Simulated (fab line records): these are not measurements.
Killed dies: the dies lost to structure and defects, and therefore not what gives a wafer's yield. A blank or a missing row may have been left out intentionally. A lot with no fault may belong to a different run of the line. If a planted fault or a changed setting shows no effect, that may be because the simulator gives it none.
Which tool was responsible? -- flow sky130 -- 13 lots, 39 wafers sampled, at 2 steps of a route of 708

== WHAT THE GAUGES SHOWED, per wafer ==
SKY_FIELD_ISO_THK_MEAS_02. Usual: FIELD_ISO_OXIDATION_00_THK 12.11 nm, standard deviation 0.23.
lot,measured,on,FIELD_ISO_OXIDATION_00_THK (nm),flag
L863,day 1 13:22,film_metro-04,12.12 12.14 12.30,
L864,day 1 16:46,film_metro-04,12.16 12.03 12.04,
L865,day 1 23:40,film_metro-02,12.36 12.25 12.30,
L866,day 2 02:38,film_metro-04,12.02 12.38 12.15,
L871,day 3 04:46,film_metro-04,12.18 11.81 12.03,
L872,day 3 09:16,film_metro-02,12.11 12.11 12.03,
L874,day 3 20:26,film_metro-03,12.11 12.24 12.18,
L877,day 4 09:38,film_metro-04,12.23 12.27 12.03,
L878,day 4 14:40,film_metro-04,12.15 12.07 12.02,
L879,day 4 19:38,film_metro-03,12.10 12.20 12.30,
L880,day 5 01:07,film_metro-02,11.73 11.68 11.88,
L881,day 5 06:47,film_metro-03,12.36 12.43 12.24,
L886,day 6 07:16,film_metro-04,12.01 12.06 12.26,

SKY_FIELD_ISO_THK_MEAS_04. Usual: FIELD_ISO_CVD_03_THK 165.1 nm, standard deviation 1.3.
lot,measured,on,FIELD_ISO_CVD_03_THK (nm),flag
L863,day 1 15:53,film_metro-03,164.8 164.3 164.3,
L864,day 1 19:09,film_metro-03,163.5 164.6 165.9,
L865,day 2 01:57,film_metro-02,165.3 165.6 165.0,
L866,day 2 04:29,film_metro-04,166.0 166.9 166.1,
L871,day 3 06:36,film_metro-04,162.8 162.9 161.1,
L872,day 3 11:06,film_metro-03,165.5 164.5 167.3,
L874,day 3 22:56,film_metro-02,166.3 166.3 164.0,
L877,day 4 11:53,film_metro-03,165.4 166.0 166.2,
L878,day 4 16:31,film_metro-03,164.0 167.0 166.2,
L879,day 4 22:30,film_metro-03,164.1 162.4 164.2,
L880,day 5 02:58,film_metro-03,167.4 167.7 167.2,
L881,day 5 08:49,film_metro-04,165.3 164.0 163.9,
L886,day 6 10:00,film_metro-02,166.0 166.0 165.5,

== EACH LOT AND THE TOOL THAT RAN IT (in order: tool; ch and the chambers of the sampled wafers; start) ==
Record: no process step prior to these readings.

== AS READ BY THE TOOLS THEMSELVES (means over the sampled wafers that have a number; for cases with no such wafer, the mark the record gives instead) ==
The record holds no such reading with a usual standard deviation.

== THE ANSWER, worked out from the rows above alone ==
Rule: a lot counts as off when the mean over its wafers that have a number is more than 3 standard deviations away from the usual mean. Also off: a lot with no number at a reading for which 4 or more lots have one. The other lots that the step has rows for count as sound. The gauges are gone through in route order, then the tools' own readings, and for those a lot's mean is taken as printed above. The first step at which some lot is off is used, and at that step the reading that is off furthest; a lot without a number counts as furthest.
No lot is off at any reading shown: from this, nothing can be told.

== WHAT HAD BEEN PUT IN BY THE SIMULATOR ==
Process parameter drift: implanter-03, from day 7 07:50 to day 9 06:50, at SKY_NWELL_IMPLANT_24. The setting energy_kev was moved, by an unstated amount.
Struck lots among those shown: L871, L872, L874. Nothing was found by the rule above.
